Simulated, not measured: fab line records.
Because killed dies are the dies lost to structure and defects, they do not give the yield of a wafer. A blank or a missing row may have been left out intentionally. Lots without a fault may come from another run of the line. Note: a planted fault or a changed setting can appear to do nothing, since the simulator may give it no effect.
Problem report in the 8D (eight disciplines) form, filled by code ; flow gf180mcu ; the parts of the form that need people (team, actions taken, sign-off) are left out

1. PROBLEM STATEMENT
Wafers without a fault read 23.03 C, standard deviation 0.098; developer_temp_C at GF_HV_LDD_DEVELOP_30 reads a mean of 23.93 C on 9 wafers belonging to 3 lots. That is +9.2 standard deviations from the usual mean.
The step: develop time 60 s.
Earliest sighting: wafer L619.3 on litho_track-02 at day 13 20:08. At this step, 39 wafers from 13 lots have a number in the record. Rule for "out" (also "out of limits"): further than 4 standard deviations from the usual mean. Any other wafer with a number is counted as sound.

2. WHAT IT IS; WHAT IT IS NOT
question;is;is not
which readings at this step;developer_temp_C;resist_line_temp_C
which lots;L619, L620, L622;L612, L613, L615, L618, L621, L627, L628, L631, L633, L635
which wafers of those lots;all that have a number;-
read on which tools;litho_track-02;litho_track-01, litho_track-03
when;from day 13 20:08;"up to then (12 sound wafers); but 18 sound wafers of L621, L627, L628, L631, L633, L635 came after"

3. SUSPECTS, AND WHAT RULES EACH OUT
Counting: any tool at a process step up to the reading is kept as a suspect provided that every lot that is out went through it and no sound lot did after the first of them.
- litho_track-02 at GF_HV_LDD_DEVELOP_30 (develop time 60 s): kept. It ran every lot that is out, first L619 (day 13 20:08), and no sound lot after that; its last sound lot up to then is L618 (day 13 11:25). Its own readings are out on those wafers: developer_temp_C.
After counting, what remains is litho_track-02 at GF_HV_LDD_DEVELOP_30.

4. THE CAUSE (what the simulator had put in)
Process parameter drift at GF_HV_LDD_DEVELOP_30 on litho_track-02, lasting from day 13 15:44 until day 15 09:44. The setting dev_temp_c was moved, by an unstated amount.
After counting, this tool was the only one left.

5. THE EFFECT CHAIN, in route order
Rows list readings where the struck wafers' mean (over those with a number) sits beyond 3 standard deviations from the usual. Only readings whose record carries a usual standard deviation are examined. hours: median over the lots of the time between each lot's start at the first step of this table that gives one and its start at this step. sigmas: the change, counted in usual standard deviations.
hours;step;reading;usual;on struck wafers;change;sigmas
0;GF_HV_LDD_DEVELOP_30;developer_temp_C;23.03 C;23.93;+0.90;+9.2
Its process steps:
- GF_HV_LDD_DEVELOP_30: develop time 60 s.

6. WHAT WOULD HAVE CAUGHT IT SOONER
In this record no reading fell out of limits until day 13 20:08, 4 hours after the fault had begun at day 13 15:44.
